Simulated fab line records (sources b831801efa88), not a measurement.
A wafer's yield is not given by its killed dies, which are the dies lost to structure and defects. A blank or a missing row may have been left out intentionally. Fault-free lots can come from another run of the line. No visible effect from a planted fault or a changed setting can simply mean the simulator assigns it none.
A struck lot beside a sound one :: flow sky130 :: 15 out of 708 route steps
Sound: these wafers, L710.2, L710.3, L710.6. Wafers struck: L723.2, L723.3, L723.6. Last of all comes the cause.
At each step with rows: each side's tool, then ch and its chambers, then its first start. Under that, the readings that differ: sound wafers :: struck wafers :: difference of the means :: sigmas: that difference in standard deviations of wafers without a fault.
alike: readings whose means differ by less than 2 such deviations, and words and numbers that are the same on both sides. not compared: withheld readings, readings that some wafer has no value for, bounds like >300 that may hide the same value, and numbers for which the record gives no deviation and whose values overlap.
The two part at a step that has a row with sigmas, a row that says differs or no value, or rows on one side only. When numbers do not overlap yet have no deviation, they are printed without sigmas and do not part them. A reading that every wafer of one side lacks parts them only if that side has two wafers or more.

first, 4 steps without rows for these wafers: SKY_LDD_N_SOFTBAKE_03 (time 60 s); SKY_LDD_N_EXPOSE_04 (exposes mask NTM, target cd 840 nm); SKY_LDD_N_PEB_05; SKY_LDD_N_DEVELOP_06 (develop time 60 s).
SKY_LDD_N_OVL_MEAS_07:
  sound on overlay-02 at day 18 07:43; struck on overlay-01 at day 23 11:12
  alike: LDD_N_OVL
then, 7 steps without rows for these wafers: SKY_LDD_N_IMPLANT_08; SKY_LDD_N_IMPLANT_09; SKY_LDD_N_IMPLANT_10; SKY_LDD_N_IMPLANT_11; SKY_LDD_N_IMPLANT_12; SKY_LDD_N_IMPLANT_13; SKY_LDD_N_IMPLANT_14.
SKY_LDD_N_IMPLANT_15:
  sound on implanter-02 ch 0, day 18 08:49; struck on implanter-01 ch 0, day 23 12:19
reading: doseIonsCm2
sound: 4.987e+12 4.989e+12 4.989e+12
struck: 2.487e+12 2.487e+12 2.483e+12
difference: -2.503e+12
sigmas: -99 or more

reading: faradayCurrentUA
sound: 27.6 27.8 28.7
struck: 13.9 14.2 13.6
difference: -14.1
sigmas: -26
SKY_LDD_N_STRIP_16: strips in O2/N2.
  sound on plasmaAsher-02 ch 0,1, day 18 08:57; struck on plasmaAsher-04 ch 0, day 23 12:26
  alike: drypumpMotorCurrentA, oesProductAu, stripTimeToEndpointS
  not compared: rfHoursCounterH
-- the record jumps here: 26 days lie between the struck wafers' starts before and after (it left off in module LDD_N and takes up again in module PAD_OPEN, whose first step shown is number 708 of the route) --
SKY_PAD_OPEN_PROBE_99:
  sound on prober-02 at day 46 08:23; struck on prober-02 at day 49 16:10
reading: model.etest.nfet_01v8_turned.offLog10AUm
sound: -13.37 -13.48 -13.44
struck: -13.23 -13.3 -13.1
difference: +0.22
sigmas: 

reading: model.etest.nfet_01v8_turned.vtSatV (V)
sound: 0.6507 0.6553 0.6669
struck: 0.612 0.6145 0.6089
difference: -0.046
sigmas: 

reading: model.etest.nfet_01v8_lvt.vtSatV (V)
sound: 0.5399 0.5418 0.557
struck: 0.5172 0.5101 0.5081
difference: -0.0344
sigmas: 

reading: model.etest.nfet_01v8_turned.vtV (V)
sound: 0.7017 0.7027 0.7099
struck: 0.6827 0.6837 0.6777
difference: -0.0234
sigmas: 

reading: model.etest.nfet_01v8.vtSatV (V)
sound: 0.6542 0.6535 0.6618
struck: 0.6318 0.6309 0.6287
difference: -0.0260
sigmas: 

reading: model.etest.nfet_01v8_swapped.vtSatV (V)
sound: 0.6573 0.6566 0.6673
struck: 0.6346 0.6265 0.6262
difference: -0.0313
sigmas: 

reading: model.etest.nfet_01v8_lvt.vtV (V)
sound: 0.6107 0.608 0.6273
struck: 0.6025 0.5935 0.5901
difference: -0.0200
sigmas: 

reading: model.etest.nfet_01v8.vtV (V)
sound: 0.7055 0.7024 0.7127
struck: 0.6906 0.6849 0.6839
difference: -0.0204
sigmas: 
  alike: killed_at_M0_to_M3, killed_at_M4_up, killedAtContacts, killedAtFrontEnd, killedAtOther, killedDies, killedOpen, killedShort

## WHERE THEY PART
SKY_LDD_N_IMPLANT_15 only, going by this record. Later steps at which nothing parts them and some readings are alike: SKY_LDD_N_STRIP_16, SKY_PAD_OPEN_PROBE_99.

WHY: what the simulator had put in
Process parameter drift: implanter-01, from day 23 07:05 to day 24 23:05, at SKY_LDD_N_IMPLANT_15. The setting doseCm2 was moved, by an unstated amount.
